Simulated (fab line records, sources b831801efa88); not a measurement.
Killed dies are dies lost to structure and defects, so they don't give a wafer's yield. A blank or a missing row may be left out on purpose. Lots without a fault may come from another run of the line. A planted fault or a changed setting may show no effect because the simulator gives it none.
A struck lot beside a sound one | flow sky130 | 18 steps out of a route of 708
Sound: wafers L183.2, L183.3, L183.4. Struck: wafer L195.6. (L195.3, L195.5 of the same lot were not struck and are left out.) The cause comes at the end.
At each step with rows: each side's tool, then ch and its chambers, then its first start. Under that, the readings that differ: sound wafers | struck wafers | difference of the means | sigmas: that difference in standard deviations of wafers without a fault.
alike: readings whose means differ by less than 2 such deviations, and words and numbers that are the same on both sides. not compared: withheld readings, readings that some wafer has no value for, bounds like >300 that may hide the same value, and numbers for which the record gives no deviation and whose values overlap.
The two part at a step that has a row with sigmas, a row that says differs or no value, or rows on one side only. Numbers that don't overlap but have no deviation are shown without sigmas and don't part them. A reading that every wafer of one side lacks parts them only if that side has two wafers or more.

first, 3 steps without rows for these wafers: SKY_VIA2_EXPOSE_09 (exposes mask VIM2, target cd 200 nm); SKY_VIA2_PEB_10; SKY_VIA2_DEVELOP_11 (develop time 60 s).
SKY_VIA2_CD_MEAS_12: target cd 200 nm.
  sound on cd_sem-02, day 37 19:22; struck on cd_sem-01, day 41 05:36
  alike: cd_nm
SKY_VIA2_OVL_MEAS_13:
  sound on overlay-01, day 37 19:29; struck on overlay-01, day 41 05:41
  alike: VIA2_OVL
SKY_VIA2_ETCH_14: etches BARC in N2/H2, stops on SiO2, time 45.9 s, target depth 60 nm.
  sound on rie_diel-04 ch 0,2,3, day 37 19:31; struck on rie_diel-04 ch 1, day 41 05:43
  reading             | sound           | struck | difference | sigmas
  n2_flow_sccm (sccm) | 99.5 99.8 100.0 | 100.4  | +0.6       | +2
  alike: drypump_motor_current_A, oes_product_au, throttle_valve_pct
  not compared: rf_hours_counter_h
SKY_VIA2_ETCH_15: etches SiO2 in C4F8/O2/Ar, stops on TiN, target depth 546 nm, time 84 s.
  sound on rie_diel-04 ch 0,2,3, day 37 19:33; struck on rie_diel-04 ch 1, day 41 05:46
  alike: oes_product_au
  not compared: rf_hours_counter_h
SKY_VIA2_STRIP_16: strips in O2/N2.
  sound on plasma_asher-02 ch 0,1, day 37 19:37; struck on plasma_asher-02 ch 0, day 41 05:52
  reading               | sound             | struck | difference | sigmas
  oes_product_au (a.u.) | 0.396 0.394 0.392 | 0.406  | +0.012     | +3
  alike: drypump_motor_current_A, n2_flow_sccm, strip_time_to_endpoint_s
  not compared: rf_hours_counter_h
then, 3 steps without rows for these wafers: SKY_VIA2_STRIP_17 (strips in post etch residue remover, time 1200 s); SKY_VIA2_CLEAN_18 (cleans in IPA, time 180 s); SKY_VIA2_CLEAN_19 (cleans in O3/DIW).
SKY_VIA2_SPUTTER_20: material TiN, target thk 20 nm, time 80 s.
  sound on pvd_sputter-02, day 37 20:14; struck on pvd_sputter-01, day 41 06:35
  alike: cathode_dc_power_W, throttle_valve_pct
SKY_VIA2_CVD_21: deposits W, target thk 420 nm, time 126.4 s.
  sound on cvd_w-02 ch 0,1, day 37 20:18; struck on cvd_w-01 ch 0, day 41 06:41
  reading                            | sound             | struck | difference | sigmas
  model.W_of_VIA2_CVD_21.thk_nm (nm) | 422.6 425.3 427.4 | 773    | +348       |
  alike: heater_power_w
SKY_VIA2_RS_MEAS_22: measures by four-point-probe.
  sound on film_metro-03, day 37 20:27; struck on film_metro-03, day 41 07:06
  reading            | sound             | struck | difference | sigmas
  VIA2_W_RS (ohm/sq) | 0.272 0.269 0.268 | 0.147  | -0.123     | -40
  not compared: hold
SKY_VIA2_THK_MEAS_23: measures by xrf.
  sound on film_metro-03, day 37 20:34; struck on film_metro-03, day 41 09:44
  not compared: hold, VIA2_W_THK
SKY_VIA2_CMP_24: polishes, stops on SiO2, t overpolish 20 s, target thk 0 nm.
  sound on cmp-02 ch 0,1,3, day 37 20:37; struck on cmp-01 ch 3, day 41 15:19
  reading                | sound      | struck                   | difference                   | sigmas
  hold                   | - - -      | await_dispo/5.4h/release | no value on the sound wafers |
  time_to_endpoint_s (s) | 96 110 105 | 180                      | +76                          | +13
  alike: edge_zone_pressure_frac, head_pressure_psi, motor_current_A
SKY_METAL3_SPUTTER_00: material Ti, target thk 15 nm, time 10 s.
  sound on pvd_sputter-01, day 37 20:55; struck on pvd_sputter-03, day 41 15:28
  alike: cathode_dc_power_W, throttle_valve_pct
SKY_PAD_OPEN_PROBE_99:
  the record has rows for the sound wafers here (prober-02, day 47 04:36) and none for the struck ones

WHERE THEY PART
First at SKY_VIA2_ETCH_14; last, within this record, at SKY_PAD_OPEN_PROBE_99.

WHY: what the simulator had put in
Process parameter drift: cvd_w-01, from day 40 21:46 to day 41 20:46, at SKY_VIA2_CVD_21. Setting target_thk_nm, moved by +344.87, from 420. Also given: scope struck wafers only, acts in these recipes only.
